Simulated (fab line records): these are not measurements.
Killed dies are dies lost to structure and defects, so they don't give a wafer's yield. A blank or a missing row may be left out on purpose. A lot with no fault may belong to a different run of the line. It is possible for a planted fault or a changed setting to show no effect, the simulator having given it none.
Which tool was responsible? | flow gf180mcu | 72 wafers from 24 lots sampled at 5 of the route's 602 steps

== WHAT THE GAUGES READ, wafer by wafer ==
GF_V2_THK_MEAS_03.
lot  | measured     | on            | V2_CVD_02_THK (nm)
L074 | day 19 04:18 | film metro-04 | 858 853 881
L075 | day 19 16:14 | film metro-02 | 866 874 878
L076 | day 19 23:06 | film metro-04 | 860 872 866
L077 | day 20 10:11 | film metro-01 | 843 864 855
L078 | day 20 17:56 | film metro-01 | 837 845 841
L079 | day 21 04:40 | film metro-04 | 855 857 869
L080 | day 21 14:04 | film metro-01 | 842 849 850
L081 | day 21 23:46 | film metro-02 | 845 849 867
L082 | day 22 11:06 | film metro-04 | 854 852 849
L083 | day 22 11:50 | film metro-02 | 844 858 860
L084 | day 23 02:48 | film metro-02 | 848 872 854
L085 | day 23 09:47 | film metro-04 | 847 832 852
L086 | day 23 17:46 | film metro-04 | 861 881 876
L087 | day 24 03:06 | film metro-04 | 859 835 874
L088 | day 24 11:13 | film metro-04 | 849 837 851
L089 | day 24 19:49 | film metro-04 | 881 880 867
L090 | day 24 21:33 | film metro-01 | 849 840 851
L091 | day 25 08:47 | film metro-01 | 835 846 851
L092 | day 25 14:17 | film metro-02 | 841 857 844
L093 | day 25 19:32 | film metro-04 | 859 851 863
L094 | day 26 01:27 | film metro-04 | 849 843 858
L095 | day 26 09:35 | film metro-02 | 867 866 865
L096 | day 26 19:39 | film metro-02 | 849 856 876
L097 | day 27 05:19 | film metro-02 | 857 848 874

GF_M3_OVL_MEAS_15.
lot  | measured     | on         | M3_OVL (nm)
L074 | day 21 08:09 | overlay-02 | 3 5 9
L075 | day 21 20:02 | overlay-02 | 0 -2 10
L076 | day 22 01:18 | overlay-02 | 13 11 11
L077 | day 22 13:29 | overlay-01 | -1 -2 -7
L078 | day 22 19:51 | overlay-02 | 13 9 6
L079 | day 23 05:17 | overlay-02 | 13 12 18
L080 | day 23 14:29 | overlay-02 | 7 2 14
L081 | day 24 00:05 | overlay-02 | 5 11 12
L082 | day 24 10:02 | overlay-02 | 9 13 8
L083 | day 24 10:44 | overlay-01 | 4 6 0
L084 | day 24 23:17 | overlay-01 | 6 8 13
L085 | day 25 06:20 | overlay-01 | -2 2 -2
L086 | day 25 13:48 | overlay-02 | 9 2 6
L087 | day 25 22:23 | overlay-02 | 6 2 8
L088 | day 26 07:23 | overlay-01 | 4 5 4
L089 | day 26 16:46 | overlay-01 | -4 -4 4
L090 | day 26 17:09 | overlay-01 | -13 -7 -8
L091 | day 27 04:24 | overlay-01 | -2 2 -6
L092 | day 27 10:30 | overlay-01 | 6 8 -6
L093 | day 27 15:15 | overlay-01 | 9 20 5
L094 | day 27 21:30 | overlay-02 | 0 10 7
L095 | day 28 03:38 | overlay-01 | 16 2 8
L096 | day 28 14:03 | overlay-02 | 10 3 -1
L097 | day 28 21:30 | overlay-02 | 2 5 4

== EACH LOT AND THE TOOL THAT RAN IT (in order: tool; ch and the chambers of the sampled wafers; start) ==
lot  | GF_HV_LDD_RTA_52                 | GF_M1_SPUTTER_03             | GF_M3_SPUTTER_00
L074 | rtp anneal-01 ch 0, day 12 07:34 | pvd sputter-02, day 16 02:21 | pvd sputter-02, day 20 07:14
L075 | rtp anneal-02 ch 0, day 12 17:53 | pvd sputter-01, day 16 14:14 | pvd sputter-02, day 20 18:53
L076 | rtp anneal-02 ch 0, day 12 23:32 | pvd sputter-02, day 16 19:37 | pvd sputter-04, day 21 01:22
L077 | rtp anneal-02 ch 0, day 13 09:32 | pvd sputter-02, day 17 06:10 | pvd sputter-04, day 21 14:11
L078 | rtp anneal-02 ch 0, day 13 16:13 | pvd sputter-04, day 17 13:11 | pvd sputter-01, day 21 20:01
L079 | rtp anneal-01 ch 0, day 14 01:11 | pvd sputter-04, day 17 23:35 | pvd sputter-01, day 22 06:14
L080 | rtp anneal-01 ch 0, day 14 08:48 | pvd sputter-02, day 18 08:38 | pvd sputter-04, day 22 15:29
L081 | rtp anneal-02 ch 0, day 14 19:17 | pvd sputter-04, day 18 18:38 | pvd sputter-01, day 23 01:39
L082 | rtp anneal-01 ch 0, day 15 02:19 | pvd sputter-01, day 19 06:02 | pvd sputter-01, day 23 12:09
L083 | rtp anneal-02 ch 0, day 15 05:56 | pvd sputter-04, day 19 07:02 | pvd sputter-02, day 23 12:49
L084 | rtp anneal-01 ch 0, day 15 19:43 | pvd sputter-02, day 20 00:08 | pvd sputter-02, day 24 03:43
L085 | rtp anneal-02 ch 0, day 16 00:17 | pvd sputter-02, day 20 05:38 | pvd sputter-04, day 24 09:17
L086 | rtp anneal-02 ch 0, day 16 09:29 | pvd sputter-02, day 20 15:14 | pvd sputter-01, day 24 16:25
L087 | rtp anneal-01 ch 0, day 16 17:38 | pvd sputter-02, day 21 00:59 | pvd sputter-04, day 25 00:26
L088 | rtp anneal-02 ch 0, day 17 02:14 | pvd sputter-04, day 21 09:17 | pvd sputter-02, day 25 09:56
L089 | rtp anneal-01 ch 0, day 17 12:12 | pvd sputter-04, day 21 19:02 | pvd sputter-02, day 25 19:05
L090 | rtp anneal-02 ch 0, day 17 16:38 | pvd sputter-01, day 22 00:30 | pvd sputter-04, day 25 20:02
L091 | rtp anneal-02 ch 0, day 18 01:11 | pvd sputter-01, day 22 09:38 | pvd sputter-04, day 26 07:26
L092 | rtp anneal-01 ch 0, day 18 10:12 | pvd sputter-01, day 22 18:08 | pvd sputter-04, day 26 13:22
L093 | rtp anneal-02 ch 0, day 18 15:41 | pvd sputter-01, day 22 22:38 | pvd sputter-02, day 26 18:46
L094 | rtp anneal-01 ch 0, day 19 01:18 | pvd sputter-04, day 23 07:00 | pvd sputter-04, day 27 01:13
L095 | rtp anneal-02 ch 0, day 19 07:44 | pvd sputter-01, day 23 13:07 | pvd sputter-01, day 27 07:44
L096 | rtp anneal-01 ch 0, day 19 21:15 | pvd sputter-04, day 24 02:43 | pvd sputter-04, day 27 17:50
L097 | rtp anneal-02 ch 0, day 20 06:20 | pvd sputter-01, day 24 11:14 | pvd sputter-01, day 28 02:26
- GF_HV_LDD_RTA_52: time 10 s.
- GF_M1_SPUTTER_03: material Ti, target thk 10 nm, time 6.7 s.
- GF_M3_SPUTTER_00: material Ti, target thk 37.5 nm, time 150 s.

== WHAT THE TOOLS THEMSELVES READ (means of the sampled wafers that have a number; where no wafer has one, the mark that the record gives instead) ==
GF_HV_LDD_RTA_52.
lot  | tool          | lamp power pct (%) | wafer_temp_C_max
L074 | rtp anneal-01 | 32.9               | 1003.6
L075 | rtp anneal-02 | 33.8               | 1003.9
L076 | rtp anneal-02 | 33.9               | 1003.5
L077 | rtp anneal-02 | 33.8               | 1003.6
L078 | rtp anneal-02 | 33.8               | 1003.5
L079 | rtp anneal-01 | 32.9               | 1003.8
L080 | rtp anneal-01 | 32.9               | 1004.4
L081 | rtp anneal-02 | 33.8               | 1003.5
L082 | rtp anneal-01 | 32.9               | 1003.7
L083 | rtp anneal-02 | 33.8               | 1004.0
L084 | rtp anneal-01 | 32.9               | 1003.5
L085 | rtp anneal-02 | 33.8               | 1003.3
L086 | rtp anneal-02 | 33.8               | 1003.4
L087 | rtp anneal-01 | 32.9               | 1003.8
L088 | rtp anneal-02 | 33.8               | 1003.5
L089 | rtp anneal-01 | 32.9               | 1004.1
L090 | rtp anneal-02 | 33.8               | 1004.3
L091 | rtp anneal-02 | 33.8               | 1004.9
L092 | rtp anneal-01 | 32.9               | 1003.8
L093 | rtp anneal-02 | 33.8               | 1004.3
L094 | rtp anneal-01 | 32.9               | 1004.1
L095 | rtp anneal-02 | 33.8               | 1003.9
L096 | rtp anneal-01 | 32.9               | 1003.5
L097 | rtp anneal-02 | 33.8               | 1004.0

GF_M1_SPUTTER_03.
lot  | tool           | throttle valve pct (%)
L074 | pvd sputter-02 | 31.0
L075 | pvd sputter-01 | 29.7
L076 | pvd sputter-02 | 31.0
L077 | pvd sputter-02 | 30.9
L078 | pvd sputter-04 | 31.0
L079 | pvd sputter-04 | 31.3
L080 | pvd sputter-02 | 29.7
L081 | pvd sputter-04 | 30.6
L082 | pvd sputter-01 | 28.6
L083 | pvd sputter-04 | 31.0
L084 | pvd sputter-02 | 28.3
L085 | pvd sputter-02 | 31.0
L086 | pvd sputter-02 | 28.5
L087 | pvd sputter-02 | 31.1
L088 | pvd sputter-04 | 30.8
L089 | pvd sputter-04 | 31.4
L090 | pvd sputter-01 | 29.0
L091 | pvd sputter-01 | 28.7
L092 | pvd sputter-01 | 29.9
L093 | pvd sputter-01 | 28.7
L094 | pvd sputter-04 | 30.5
L095 | pvd sputter-01 | 29.4
L096 | pvd sputter-04 | 31.3
L097 | pvd sputter-01 | 28.9

GF_M3_SPUTTER_00.
lot  | tool           | throttle valve pct (%)
L074 | pvd sputter-02 | 29.6
L075 | pvd sputter-02 | 30.8
L076 | pvd sputter-04 | 31.7
L077 | pvd sputter-04 | 30.4
L078 | pvd sputter-01 | 29.5
L079 | pvd sputter-01 | 28.7
L080 | pvd sputter-04 | 31.1
L081 | pvd sputter-01 | 28.7
L082 | pvd sputter-01 | 29.6
L083 | pvd sputter-02 | 31.0
L084 | pvd sputter-02 | 29.8
L085 | pvd sputter-04 | 30.6
L086 | pvd sputter-01 | 29.3
L087 | pvd sputter-04 | 30.5
L088 | pvd sputter-02 | 28.3
L089 | pvd sputter-02 | 29.5
L090 | pvd sputter-04 | 31.1
L091 | pvd sputter-04 | 31.0
L092 | pvd sputter-04 | 30.5
L093 | pvd sputter-02 | 29.7
L094 | pvd sputter-04 | 30.6
L095 | pvd sputter-01 | 28.6
L096 | pvd sputter-04 | 29.8
L097 | pvd sputter-01 | 29.3

== THE ANSWER, worked out from the rows above alone ==
Rule: the lots themselves supply what counts as usual. Put in order of their means at a reading, lots are off if they are a third of the lots or fewer, leave a main group of 4 or more, and stand apart from it by a gap of 3 or more times the standard deviation of the main group's means; of several such gaps the widest counts. Not used: any main group whose means are identical at the precision the tables above print for the reading. Also off: a lot with no number at a reading for which 4 or more lots have one. All remaining lots with rows at the step are treated as sound. First the gauges in route order, then the tools' own readings, where a lot's mean is used as printed above. The first step at which some lot is off is used, and at that step the reading that is off furthest; a lot without a number counts as furthest.
Across all readings shown, no lot is off: no conclusion can be drawn from this.

== WHAT HAD BEEN PUT IN BY THE SIMULATOR ==
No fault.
